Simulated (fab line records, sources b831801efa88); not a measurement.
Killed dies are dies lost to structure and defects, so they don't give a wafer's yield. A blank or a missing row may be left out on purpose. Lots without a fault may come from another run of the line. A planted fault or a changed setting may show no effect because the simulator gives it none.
Which tool did it? | flow sfq_line | 7 lots, 21 wafers sampled, at 4 steps of a route of 325

WHAT THE GAUGES READ, wafer by wafer
SFQ_I1_OVL_MEAS_913.
lot  | measured     | on         | I1_OVL (nm)
L853 | day 24 09:54 | overlay-02 | 7 3 14
L856 | day 25 14:42 | overlay-02 | 1 5 9
L859 | day 27 00:18 | overlay-02 | 3 6 3
L863 | day 29 22:35 | overlay-01 | 5 6 11
L870 | day 31 02:12 | overlay-02 | 2 -6 -6
L872 | day 31 06:59 | overlay-01 | -1 -6 -4
L874 | day 33 22:45 | overlay-01 | 1 7 -4

WHICH TOOL RAN EACH LOT (tool, then ch and the chambers of the sampled wafers, then the start)
lot  | SFQ_TRILAYER_L0_VIA_STRIP_STRIP_017 | SFQ_TRILAYER_M0_LITHO_COAT_021    | SFQ_TRILAYER_M0_BARC_OPEN_METAL_ETCH_031
L853 | rie_metal-01 ch 0,1, day 5 09:37    | litho_track-03 ch 0, day 5 10:59  | rie_metal-01 ch 1, day 7 23:56
L856 | rie_metal-01 ch 0,1, day 5 19:13    | litho_track-03 ch 0, day 5 20:35  | rie_metal-01 ch 0,1, day 8 20:28
L859 | rie_metal-01 ch 0, day 6 06:14      | litho_track-03 ch 0, day 6 07:36  | rie_metal-01 ch 1, day 9 20:28
L863 | rie_metal-01 ch 0, day 7 08:26      | litho_track-03 ch 0, day 7 09:49  | rie_metal-04 ch 0,1, day 11 20:25
L870 | rie_metal-01 ch 0,1, day 12 15:54   | litho_track-02 ch 0, day 12 17:11 | rie_metal-01 ch 0,1, day 13 23:04
L872 | rie_metal-01 ch 0,1, day 13 14:13   | litho_track-03 ch 0, day 13 15:36 | rie_metal-04 ch 1, day 14 06:14
L874 | rie_metal-03 ch 0,1, day 14 10:29   | litho_track-02 ch 0, day 14 11:51 | rie_metal-01 ch 0,1, day 19 17:22
- SFQ_TRILAYER_L0_VIA_STRIP_STRIP_017: strips in O2.
- SFQ_TRILAYER_M0_LITHO_COAT_021: resist thk 600 nm.
- SFQ_TRILAYER_M0_BARC_OPEN_METAL_ETCH_031: etches BARC in O2, target depth 125 nm, time 41.7 s.

THE ANSWER, worked out from the rows above alone
Rule: what is usual is taken from the lots themselves. Put in order of their means at a reading, lots are off if they are a third of the lots or fewer, leave a main group of 4 or more, and stand apart from it by a gap of 3 or more times the standard deviation of the main group's means; of several such gaps the widest counts. A main group whose means are all the same, to the digits that the tables above print for the reading, isn't used. A lot without any number at a reading at which 4 lots or more have one is off too. The other lots that the step has rows for count as sound.
No lot is off at any reading shown: from this, nothing can be told.

WHAT THE SIMULATOR HAD PUT IN
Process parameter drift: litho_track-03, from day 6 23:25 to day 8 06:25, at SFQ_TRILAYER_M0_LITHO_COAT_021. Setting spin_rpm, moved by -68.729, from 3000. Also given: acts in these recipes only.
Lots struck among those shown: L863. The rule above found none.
